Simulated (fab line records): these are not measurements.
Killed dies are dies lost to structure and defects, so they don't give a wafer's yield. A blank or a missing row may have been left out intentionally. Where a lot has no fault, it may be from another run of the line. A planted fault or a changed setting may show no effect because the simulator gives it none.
Which of the tools did it?	flow gf180mcu	15 lots, 45 wafers sampled, at 4 steps of a route of 602

## WHAT THE GAUGES READ, wafer by wafer
GF_CONTACT_THK_MEAS_03. Usual: CONTACT_CVD_02_THK gives 858 nm (standard deviation 11).
lot	measured	on	CONTACT_CVD_02_THK (nm)	flag
L484	day 15 05:15	film metro-01	844 858 871	
L487	day 16 07:51	film metro-03	848 863 868	
L488	day 16 15:54	film metro-02	862 876 871	
L489	day 17 03:48	film metro-02	850 853 858	
L490	day 17 09:55	film metro-02	845 856 855	
L494	day 19 02:11	film metro-03	858 870 876	
L495	day 19 10:05	film metro-02	853 841 874	
L496	day 19 16:46	film metro-03	867 869 869	
L501	day 21 10:21	film metro-03	864 872 882	
L502	day 21 16:45	film metro-02	838 861 862	
L503	day 21 22:13	film metro-02	852 871 862	
L504	day 22 09:35	film metro-03	852 851 869	
L505	day 22 16:13	film metro-02	848 869 862	
L506	day 23 01:43	film metro-02	846 850 856	
L507	day 23 07:36	film metro-03	845 843 854	

## TOOL THAT RAN EACH LOT (tool first, then ch and the chambers of the sampled wafers, then the start)
lot	GF_HV_LDD_PEB_44	GF_SAB_ETCH_11	GF_SALICIDE_SPUTTER_03
L484	litho track-03 ch 0, day 12 08:49	rie diel-01 ch 0,1,3, day 15 04:03	pvd sputter-03, day 15 04:26
L487	litho track-01 ch 0, day 13 08:29	rie diel-01 ch 0,3, day 16 06:41	pvd sputter-01, day 16 07:04
L488	litho track-01 ch 0, day 13 17:09	rie diel-04 ch 1,2, day 16 14:48	pvd sputter-04, day 16 15:11
L489	litho track-03 ch 0, day 14 04:20	rie diel-04 ch 0,1,3, day 17 02:44	pvd sputter-01, day 17 03:07
L490	litho track-02 ch 0, day 14 11:04	rie diel-04 ch 0,1,3, day 17 08:52	pvd sputter-01, day 17 09:14
L494	litho track-01, day 15 22:57	rie diel-03 ch 0,2, day 19 01:05	pvd sputter-03, day 19 01:28
L495	litho track-03, day 16 04:07	rie diel-03 ch 1,2,3, day 19 09:03	pvd sputter-04, day 19 09:25
L496	litho track-02, day 16 11:43	rie diel-04 ch 0,2, day 19 15:42	pvd sputter-03, day 19 16:04
L501	litho track-01 ch 0, day 18 02:23	rie diel-01 ch 0,1,3, day 21 09:17	pvd sputter-03, day 21 09:40
L502	litho track-01 ch 0, day 18 10:32	rie diel-01 ch 1,3, day 21 15:28	pvd sputter-01, day 21 15:52
L503	litho track-02 ch 0, day 18 15:35	rie diel-03 ch 1,2,3, day 21 20:58	pvd sputter-01, day 21 21:20
L504	litho track-02 ch 0, day 19 04:19	rie diel-04 ch 0,2,3, day 22 08:31	pvd sputter-01, day 22 08:53
L505	litho track-03 ch 0, day 19 10:38	rie diel-04 ch 0,1,3, day 22 15:09	pvd sputter-01, day 22 15:31
L506	litho track-03 ch 0, day 19 21:41	rie diel-04 ch 0,1,3, day 23 00:39	pvd sputter-03, day 23 01:02
L507	litho track-01 ch 0, day 20 02:00	rie diel-04 ch 0,1,2, day 23 06:33	pvd sputter-01, day 23 06:55
- GF_HV_LDD_PEB_44
- GF_SAB_ETCH_11: etches SiO2 in C4F8/O2/Ar, target depth 55 nm, time 8.5 s.
- GF_SALICIDE_SPUTTER_03: material TiN, target thk 20 nm, time 16.7 s.

## AS READ BY THE TOOLS THEMSELVES (means over the sampled wafers that have a number; for cases with no such wafer, the mark the record gives instead)
GF_HV_LDD_PEB_44. Usual: exhaust pa at 45.2 Pa, with a standard deviation of 0.83.
lot	tool	exhaust pa (Pa)	flag
L484	litho track-03	45.0	
L487	litho track-01	45.5	
L488	litho track-01	46.2	
L489	litho track-03	44.5	
L490	litho track-02	45.1	
L494	litho track-01	-	OFF
L495	litho track-03	-	OFF
L496	litho track-02	-	OFF
L501	litho track-01	45.0	
L502	litho track-01	45.6	
L503	litho track-02	45.3	
L504	litho track-02	44.3	
L505	litho track-03	46.3	
L506	litho track-03	45.4	
L507	litho track-01	46.1	

GF_SAB_ETCH_11. Usual: oes product au at 0.997 a.u., with a standard deviation of 0.011.
lot	tool	oes product au (a.u.)	flag
L484	rie diel-01	1.009	
L487	rie diel-01	1.011	
L488	rie diel-04	0.989	
L489	rie diel-04	1.002	
L490	rie diel-04	0.994	
L494	rie diel-03	0.995	
L495	rie diel-03	0.996	
L496	rie diel-04	0.989	
L501	rie diel-01	1.009	
L502	rie diel-01	0.993	
L503	rie diel-03	0.998	
L504	rie diel-04	1.000	
L505	rie diel-04	1.004	
L506	rie diel-04	1.002	
L507	rie diel-04	0.982	

GF_SALICIDE_SPUTTER_03. Usual: throttle valve pct at 30.3 %, with a standard deviation of 0.82.
lot	tool	throttle valve pct (%)	flag
L484	pvd sputter-03	30.5	
L487	pvd sputter-01	30.3	
L488	pvd sputter-04	30.4	
L489	pvd sputter-01	29.7	
L490	pvd sputter-01	29.8	
L494	pvd sputter-03	30.7	
L495	pvd sputter-04	30.2	
L496	pvd sputter-03	30.4	
L501	pvd sputter-03	30.5	
L502	pvd sputter-01	30.7	
L503	pvd sputter-01	31.2	
L504	pvd sputter-01	30.5	
L505	pvd sputter-01	30.6	
L506	pvd sputter-03	30.2	
L507	pvd sputter-01	30.5	

## THE ANSWER, worked out from the rows above alone
Rule: a lot counts as off when the mean over its wafers that have a number is more than 3 standard deviations away from the usual mean. A lot without any number at a reading at which 4 lots or more have one is off too. Where the step has rows for the other lots, those lots are counted as sound. After the gauges, taken in route order, come the tools' own readings; for these a lot's mean is taken, as printed above. The first step at which some lot is off is used, and at that step the reading that is off furthest; a lot without a number counts as furthest.
Off: L494, L495, L496, at GF_HV_LDD_PEB_44 (exhaust pa). Without a number there: L494, L495, L496.
If a tool, at that step or one of the process steps before it, ran each lot that is off and ran no sound lot following the first of them, it fits. Of those tried, none fits.

## WHAT THE SIMULATOR HAD PUT IN
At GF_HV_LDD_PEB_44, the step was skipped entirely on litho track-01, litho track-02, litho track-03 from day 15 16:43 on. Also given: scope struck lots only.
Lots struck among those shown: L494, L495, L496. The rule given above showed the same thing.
